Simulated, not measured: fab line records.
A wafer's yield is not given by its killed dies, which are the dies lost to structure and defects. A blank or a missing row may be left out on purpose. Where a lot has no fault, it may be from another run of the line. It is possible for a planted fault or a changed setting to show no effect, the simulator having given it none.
Which tool is to blame? -- flow sky130 -- 15 lots, 45 wafers sampled, at 4 steps of a route of 708

== WHAT THE GAUGES READ, wafer by wafer ==
SKY_POLY_GATE_THK_MEAS_01. Usual: POLY_GATE_CVD_00_THK gives 180.5 nm (standard deviation 1.9).
lot,measured,on,POLY_GATE_CVD_00_THK (nm),flag
L498,day 15 00:21,film_metro-02,180.4 179.7 179.8,
L499,day 15 01:33,film_metro-04,177.7 178.9 177.4,
L500,day 15 17:53,film_metro-03,178.3 179.0 178.1,
L501,day 15 22:09,film_metro-02,180.4 178.8 180.4,
L502,day 16 03:13,film_metro-03,177.2 178.0 178.8,
L504,day 17 02:19,film_metro-04,179.9 179.9 180.7,
L505,day 17 10:07,film_metro-02,178.7 179.2 176.8,
L508,day 18 13:10,film_metro-02,226.2 227.3 226.2,OFF
L509,day 18 13:10,film_metro-04,224.9 226.2 224.7,OFF
L510,day 18 20:18,film_metro-03,224.2 226.9 224.7,OFF
L515,day 21 00:13,film_metro-04,181.9 182.3 180.4,
L516,day 21 03:34,film_metro-02,181.4 181.3 180.4,
L517,day 22 01:13,film_metro-04,178.6 179.5 176.9,
L518,day 22 08:44,film_metro-03,182.3 181.5 182.3,
L519,day 22 14:47,film_metro-03,182.9 183.9 183.0,

SKY_LDD_HVP_OVL_MEAS_07. Usual: LDD_HVP_OVL gives 0.4 nm (standard deviation 1.5).
lot,measured,on,LDD_HVP_OVL (nm),flag
L498,day 22 19:57,overlay-01,-0.8 -0.2 0.7,
L499,day 22 19:23,overlay-02,-1.7 -0.6 -0.1,
L500,day 23 11:10,overlay-01,-0.5 -1.9 -1.6,
L501,day 23 19:30,overlay-01,-0.4 0.5 1.8,
L502,day 23 21:20,overlay-02,2.5 2.9 5.2,
L504,day 25 02:01,overlay-02,0.9 1.6 -0.2,
L505,day 25 07:12,overlay-02,3.4 1.9 2.0,
L508,day 26 08:20,overlay-02,0.9 0.9 1.0,
L509,day 26 10:01,overlay-01,0.6 1.1 -1.7,
L510,day 26 14:44,overlay-02,-0.6 -1.9 -3.4,
L515,day 28 15:15,overlay-01,-0.6 1.2 0.8,
L516,day 28 19:00,overlay-01,0.0 -0.9 1.0,
L517,day 29 13:53,overlay-02,-1.3 -1.0 0.1,
L518,day 29 21:44,overlay-01,-0.2 -0.5 0.8,
L519,day 30 05:05,overlay-01,1.0 1.5 1.7,

== WHICH TOOL RAN EACH LOT (tool, then ch and the chambers of the sampled wafers, then the start) ==
lot,SKY_DNWELL_STRIP_08,SKY_POLY_GATE_CVD_00
L498,"plasma_asher-02 ch 0,1, day 3 18:10","lpcvd-01 ch 1, day 14 23:09"
L499,"plasma_asher-02 ch 0,1, day 3 21:35","lpcvd-01 ch 0, day 15 00:21"
L500,"plasma_asher-03 ch 0,1, day 4 08:55","lpcvd-01 ch 1, day 15 16:40"
L501,"plasma_asher-02 ch 0,1, day 4 13:20","lpcvd-01 ch 0, day 15 20:57"
L502,"plasma_asher-04 ch 0, day 4 16:17","lpcvd-01 ch 1, day 16 02:01"
L504,"plasma_asher-03 ch 0,1, day 5 01:01","lpcvd-01 ch 0, day 17 01:05"
L505,"plasma_asher-04 ch 0,1, day 5 05:07","lpcvd-01 ch 0, day 17 08:55"
L508,"plasma_asher-02 ch 0,1, day 5 20:26","lpcvd-01 ch 1, day 18 11:57"
L509,"plasma_asher-02 ch 0,1, day 6 05:19","lpcvd-01 ch 1, day 18 11:57"
L510,"plasma_asher-03 ch 0,1, day 6 11:13","lpcvd-01 ch 1, day 18 19:06"
L515,"plasma_asher-02 ch 1, day 7 16:34","lpcvd-01 ch 1, day 20 23:01"
L516,"plasma_asher-04 ch 0,1, day 7 23:41","lpcvd-01 ch 0, day 21 02:22"
L517,"plasma_asher-04 ch 0,1, day 8 08:04","lpcvd-01 ch 0, day 22 00:01"
L518,"plasma_asher-03 ch 1, day 8 14:44","lpcvd-01 ch 0, day 22 07:31"
L519,"plasma_asher-02 ch 0,1, day 8 22:36","lpcvd-01 ch 0, day 22 13:35"
- SKY_DNWELL_STRIP_08: strips in O2/N2.
- SKY_POLY_GATE_CVD_00: deposits poly-Si, target thk 180 nm, time 720 s.

== AS READ BY THE TOOLS THEMSELVES (means over the sampled wafers that have a number; for cases with no such wafer, the mark the record gives instead) ==
SKY_DNWELL_STRIP_08. Usual: drypump_motor_current_A 5.91 A, standard deviation 0.3; o2_flow_sccm 3000 sccm, standard deviation 8.5; oes_product_au 0.722 a.u., standard deviation 0.0047; strip_time_to_endpoint_s 36.92 s, standard deviation 0.095.
lot,tool,drypump_motor_current_A (A),o2_flow_sccm (sccm),oes_product_au (a.u.),strip_time_to_endpoint_s (s),flag
L498,plasma_asher-02,6.10,2995,0.720,36.99,
L499,plasma_asher-02,5.98,2992,0.721,36.97,
L500,plasma_asher-03,5.66,2994,0.727,36.79,
L501,plasma_asher-02,6.03,2998,0.720,36.95,
L502,plasma_asher-04,5.56,3003,0.719,37.03,
L504,plasma_asher-03,5.89,2992,0.725,36.98,
L505,plasma_asher-04,5.73,3005,0.720,36.98,
L508,plasma_asher-02,6.13,3008,0.722,36.89,
L509,plasma_asher-02,6.14,2990,0.722,37.00,
L510,plasma_asher-03,5.66,2999,0.727,36.82,
L515,plasma_asher-02,6.29,2992,0.720,36.75,
L516,plasma_asher-04,5.91,3004,0.720,36.82,
L517,plasma_asher-04,5.92,3007,0.726,36.96,
L518,plasma_asher-03,5.42,3001,0.725,36.87,
L519,plasma_asher-02,6.14,3002,0.720,37.07,

SKY_POLY_GATE_CVD_00. Usual: spike_tc_bottom_C reads 639.6 C (standard deviation 0.95).
lot,tool,spike_tc_bottom_C (C),flag
L498,lpcvd-01,639.7,
L499,lpcvd-01,639.1,
L500,lpcvd-01,639.9,
L501,lpcvd-01,639.4,
L502,lpcvd-01,640.3,
L504,lpcvd-01,639.3,
L505,lpcvd-01,639.3,
L508,lpcvd-01,640.4,
L509,lpcvd-01,640.7,
L510,lpcvd-01,639.9,
L515,lpcvd-01,640.4,
L516,lpcvd-01,638.3,
L517,lpcvd-01,638.4,
L518,lpcvd-01,639.0,
L519,lpcvd-01,639.2,

== THE ANSWER, worked out from the rows above alone ==
Rule: a lot counts as off when the mean over its wafers that have a number is more than 3 standard deviations away from the usual mean. Also off: a lot with no number at a reading for which 4 or more lots have one. The other lots that the step has rows for count as sound. After the gauges, taken in route order, come the tools' own readings; for these a lot's mean is taken, as printed above. At the first step where some lot is off, the reading lying furthest off is the one used; lots without a number count as furthest.
Off: L508, L509, L510, at SKY_POLY_GATE_THK_MEAS_01 (POLY_GATE_CVD_00_THK).
A tool fits if, at a process step before that reading, it ran every lot that is off, and no sound lot after the first of them. Gauges at SKY_POLY_GATE_THK_MEAS_01: tried the same way as those tools. None of those tried fits.

== WHAT HAD BEEN PUT IN BY THE SIMULATOR ==
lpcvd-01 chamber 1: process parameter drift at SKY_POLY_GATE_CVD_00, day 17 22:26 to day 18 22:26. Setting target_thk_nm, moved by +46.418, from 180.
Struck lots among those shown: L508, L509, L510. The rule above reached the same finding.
